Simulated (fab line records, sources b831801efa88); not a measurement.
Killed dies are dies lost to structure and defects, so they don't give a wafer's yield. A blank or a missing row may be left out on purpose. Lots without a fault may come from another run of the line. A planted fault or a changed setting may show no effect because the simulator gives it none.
One fault seen from 2 desks | flow sky130 | each desk has only its own numbers; what lay behind them comes last

THE TOOL OWNER'S DESK: litho_track-02
The tool's own readings at SKY_NWELL_SOFTBAKE_06: means of the sampled wafers that have a number, for each lot that ran on this tool. A lot is out of limits, marked OUT, if its mean lies more than 4 standard deviations from the usual mean; the brackets give that distance.
Columns: A = heater_power_total_W at SKY_NWELL_SOFTBAKE_06, usual 65.32 W; B = plate_temp_C at SKY_NWELL_SOFTBAKE_06, usual 109.99 C
lot  | first seen here | A                | B
L951 | day 4 10:38     | 65.34            | 109.88
L953 | day 4 20:44     | 65.35            | 110.08
L956 | day 5 15:20     | 65.44            | 110.00
L961 | day 6 18:44     | 64.48 (-6.0) OUT | 109.06 (-6.2) OUT
L965 | day 7 17:26     | 64.42 (-6.4) OUT | 108.89 (-7.3) OUT
This desk's finding: out of limits on L961, L965; first on L961, day 6 18:44 (heater_power_total_W at SKY_NWELL_SOFTBAKE_06). In limits: L951, L953, L956.

THE METROLOGY DESK
What the gauges read, lot by lot, whatever tool the lot ran on: means of the sampled wafers that have a number. A lot is out of limits, marked OUT, if its mean lies more than 4 standard deviations from the usual mean; the brackets give that distance.
Columns: A = cd_nm at SKY_VIA2_CD_MEAS_12, usual 200.3 nm
lot  | first seen here | A
L950 | day 36 07:07    | 200.8
L951 | day 36 13:07    | 201.8
L952 | day 36 16:26    | 198.7
L953 | day 37 02:26    | 199.5
L954 | day 37 16:38    | 200.5
L955 | day 37 19:44    | 201.3
L956 | day 38 10:55    | 200.7
L961 | day 39 18:14    | 200.1
L965 | day 41 00:39    | 201.5
L968 | day 41 19:17    | 198.3
L971 | day 42 14:25    | 203.0
L972 | day 42 19:43    | 200.0
L973 | day 43 02:05    | 201.3
This desk's finding: nothing out of limits on any of the 13 lots.

PUT TOGETHER
The tool owner's desk could have raised an alarm at day 6 18:44, on L961, L965.
The metrology desk saw nothing out of limits.
The metrology desk has L961, L965 on record, within its limits.
Of the lots named, all ran SKY_NWELL_SOFTBAKE_06 on litho_track-02.

WHAT THE SIMULATOR HAD PUT IN
Process parameter drift: litho_track-02, from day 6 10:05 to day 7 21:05, at SKY_NWELL_SOFTBAKE_06. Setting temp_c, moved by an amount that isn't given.
Lots struck among those shown: L961, L965.
Hours from the fault's start to each desk's first reading out of limits: the tool owner's desk, 9.
